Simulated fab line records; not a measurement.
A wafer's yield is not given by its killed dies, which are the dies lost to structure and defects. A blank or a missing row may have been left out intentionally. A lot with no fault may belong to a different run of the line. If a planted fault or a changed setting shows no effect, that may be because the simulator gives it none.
Which tool is to blame? ; flow gf180mcu ; Sampling: 24 lots, 72 wafers, 4 of 602 route steps

## WHAT THE GAUGES SHOWED, per wafer
GF_V4_OVL_MEAS_15.
lot;measured;on;V4_OVL (nm)
L074;day 24 08:26;overlay-02;6 12 9
L075;day 24 16:23;overlay-02;-6 1 -5
L076;day 24 22:41;overlay-02;5 -2 -2
L077;day 25 11:26;overlay-02;4 6 4
L078;day 25 16:38;overlay-01;-2 1 -4
L079;day 26 04:29;overlay-01;2 -5 -4
L080;day 26 15:23;overlay-02;-4 3 -4
L081;day 26 22:26;overlay-01;0 1 -4
L082;day 27 01:38;overlay-02;5 4 -1
L083;day 27 13:14;overlay-01;5 5 2
L084;day 27 18:29;overlay-02;4 1 1
L085;day 27 19:43;overlay-01;-3 6 -2
L086;day 28 08:05;overlay-02;-1 -4 -7
L087;day 28 15:08;overlay-01;3 7 5
L088;day 29 06:44;overlay-01;-3 1 4
L089;day 29 08:32;overlay-01;13 9 5
L090;day 29 09:38;overlay-01;4 0 2
L091;day 30 02:47;overlay-02;-6 1 -10
L092;day 30 09:11;overlay-01;-8 -6 -10
L093;day 30 20:05;overlay-02;-3 0 -5
L094;day 30 21:32;overlay-01;4 -5 4
L095;day 31 01:03;overlay-01;-3 2 2
L096;day 31 10:31;overlay-02;-4 -5 -8
L097;day 31 12:38;overlay-02;6 2 5

## WHAT TOOL EACH LOT RAN ON (gives the tool, then ch and the chambers of the sampled wafers, and finally the start)
lot;GF_CONTACT_SPUTTER_22;GF_V3_SPUTTER_21;GF_M4_SPUTTER_03
L074;pvdSputter-04, day 16 04:09;pvdSputter-01, day 22 09:20;pvdSputter-03, day 22 10:11
L075;pvdSputter-03, day 16 09:11;pvdSputter-02, day 22 16:20;pvdSputter-04, day 22 17:11
L076;pvdSputter-01, day 16 14:26;pvdSputter-04, day 22 23:05;pvdSputter-02, day 22 23:56
L077;pvdSputter-04, day 17 05:11;pvdSputter-01, day 23 13:44;pvdSputter-02, day 23 14:35
L078;pvdSputter-04, day 17 10:32;pvdSputter-01, day 23 17:44;pvdSputter-04, day 23 18:35
L079;pvdSputter-04, day 17 20:20;pvdSputter-02, day 24 07:11;pvdSputter-03, day 24 08:02
L080;pvdSputter-03, day 18 10:53;pvdSputter-02, day 24 18:13;pvdSputter-02, day 24 19:04
L081;pvdSputter-01, day 18 16:11;pvdSputter-02, day 25 01:26;pvdSputter-03, day 25 02:17
L082;pvdSputter-04, day 19 01:26;pvdSputter-01, day 25 06:07;pvdSputter-04, day 25 06:58
L083;pvdSputter-01, day 19 14:08;pvdSputter-01, day 25 17:41;pvdSputter-04, day 25 18:32
L084;pvdSputter-04, day 19 20:41;pvdSputter-04, day 25 22:38;pvdSputter-02, day 25 23:30
L085;pvdSputter-03, day 19 21:38;pvdSputter-04, day 26 00:32;pvdSputter-02, day 26 01:24
L086;pvdSputter-03, day 20 12:39;pvdSputter-04, day 26 14:50;pvdSputter-02, day 26 15:41
L087;pvdSputter-01, day 20 21:20;pvdSputter-04, day 26 21:32;pvdSputter-03, day 26 22:25
L088;pvdSputter-01, day 21 15:31;pvdSputter-02, day 27 13:29;pvdSputter-04, day 27 14:32
L089;pvdSputter-04, day 21 18:44;pvdSputter-01, day 27 15:29;pvdSputter-03, day 27 16:20
L090;pvdSputter-01, day 21 21:27;pvdSputter-02, day 27 15:43;pvdSputter-04, day 27 16:34
L091;pvdSputter-01, day 22 17:08;pvdSputter-02, day 28 10:29;pvdSputter-03, day 28 11:22
L092;pvdSputter-04, day 23 00:50;pvdSputter-02, day 28 16:29;pvdSputter-04, day 28 17:20
L093;pvdSputter-04, day 23 15:07;pvdSputter-02, day 29 04:47;pvdSputter-03, day 29 05:39
L094;pvdSputter-01, day 23 16:22;pvdSputter-01, day 29 06:05;pvdSputter-03, day 29 06:57
L095;pvdSputter-01, day 23 21:20;pvdSputter-02, day 29 10:25;pvdSputter-02, day 29 11:16
L096;pvdSputter-01, day 24 08:34;pvdSputter-02, day 29 20:11;pvdSputter-03, day 29 21:02
L097;pvdSputter-04, day 24 12:20;pvdSputter-01, day 29 22:00;pvdSputter-04, day 29 22:52
- GF_CONTACT_SPUTTER_22: material Ti, target thk 15 nm, time 80.02 s.
- GF_V3_SPUTTER_21: material Ti, target thk 15 nm, time 80.02 s.
- GF_M4_SPUTTER_03: material Ti, target thk 10 nm, time 6.7 s.

## AS READ BY THE TOOLS THEMSELVES (means over the sampled wafers that have a number; for cases with no such wafer, the mark the record gives instead)
GF_CONTACT_SPUTTER_22.
lot;tool;throttleValvePct (%)
L074;pvdSputter-04;30.0
L075;pvdSputter-03;30.0
L076;pvdSputter-01;29.1
L077;pvdSputter-04;30.3
L078;pvdSputter-04;30.2
L079;pvdSputter-04;30.3
L080;pvdSputter-03;31.4
L081;pvdSputter-01;30.0
L082;pvdSputter-04;29.9
L083;pvdSputter-01;29.5
L084;pvdSputter-04;30.2
L085;pvdSputter-03;27.7
L086;pvdSputter-03;31.0
L087;pvdSputter-01;29.9
L088;pvdSputter-01;30.5
L089;pvdSputter-04;30.1
L090;pvdSputter-01;30.9
L091;pvdSputter-01;30.4
L092;pvdSputter-04;30.0
L093;pvdSputter-04;30.2
L094;pvdSputter-01;29.9
L095;pvdSputter-01;29.7
L096;pvdSputter-01;29.9
L097;pvdSputter-04;29.7

GF_V3_SPUTTER_21.
lot;tool;throttleValvePct (%)
L074;pvdSputter-01;30.1
L075;pvdSputter-02;30.5
L076;pvdSputter-04;30.4
L077;pvdSputter-01;29.8
L078;pvdSputter-01;29.8
L079;pvdSputter-02;30.7
L080;pvdSputter-02;30.5
L081;pvdSputter-02;30.8
L082;pvdSputter-01;30.6
L083;pvdSputter-01;30.3
L084;pvdSputter-04;29.8
L085;pvdSputter-04;30.3
L086;pvdSputter-04;30.1
L087;pvdSputter-04;30.1
L088;pvdSputter-02;30.7
L089;pvdSputter-01;29.9
L090;pvdSputter-02;30.4
L091;pvdSputter-02;30.1
L092;pvdSputter-02;30.9
L093;pvdSputter-02;30.3
L094;pvdSputter-01;29.6
L095;pvdSputter-02;30.9
L096;pvdSputter-02;30.6
L097;pvdSputter-01;29.6

GF_M4_SPUTTER_03.
lot;tool;throttleValvePct (%)
L074;pvdSputter-03;29.2
L075;pvdSputter-04;30.3
L076;pvdSputter-02;30.3
L077;pvdSputter-02;30.2
L078;pvdSputter-04;30.0
L079;pvdSputter-03;30.2
L080;pvdSputter-02;30.5
L081;pvdSputter-03;29.8
L082;pvdSputter-04;29.8
L083;pvdSputter-04;30.1
L084;pvdSputter-02;30.5
L085;pvdSputter-02;30.6
L086;pvdSputter-02;30.6
L087;pvdSputter-03;30.4
L088;pvdSputter-04;30.0
L089;pvdSputter-03;30.1
L090;pvdSputter-04;30.0
L091;pvdSputter-03;29.7
L092;pvdSputter-04;30.1
L093;pvdSputter-03;31.2
L094;pvdSputter-03;30.1
L095;pvdSputter-02;30.8
L096;pvdSputter-03;29.9
L097;pvdSputter-04;30.3

## THE ANSWER, worked out from the rows above alone
Rule: what is usual is taken from the lots themselves. The widest of any qualifying gaps counts: lots, ordered by their means at a reading, are off when they make up no more than a third of the lots, leave a main group of 4 or more, and stand apart from it by 3 or more times the standard deviation of that group's means. The tables above print the reading to a certain number of digits; a main group whose means all agree to those digits is not used. A lot without any number at a reading at which 4 lots or more have one is off too. All remaining lots with rows at the step are treated as sound. Order of review: gauges by route order, followed by the tools' own readings, for which a lot's mean as printed above is used. The first step at which some lot is off is used, and at that step the reading that is off furthest; a lot without a number counts as furthest.
None of the lots is off at any reading shown; this tells nothing.

## WHAT WAS PUT IN BY THE SIMULATOR
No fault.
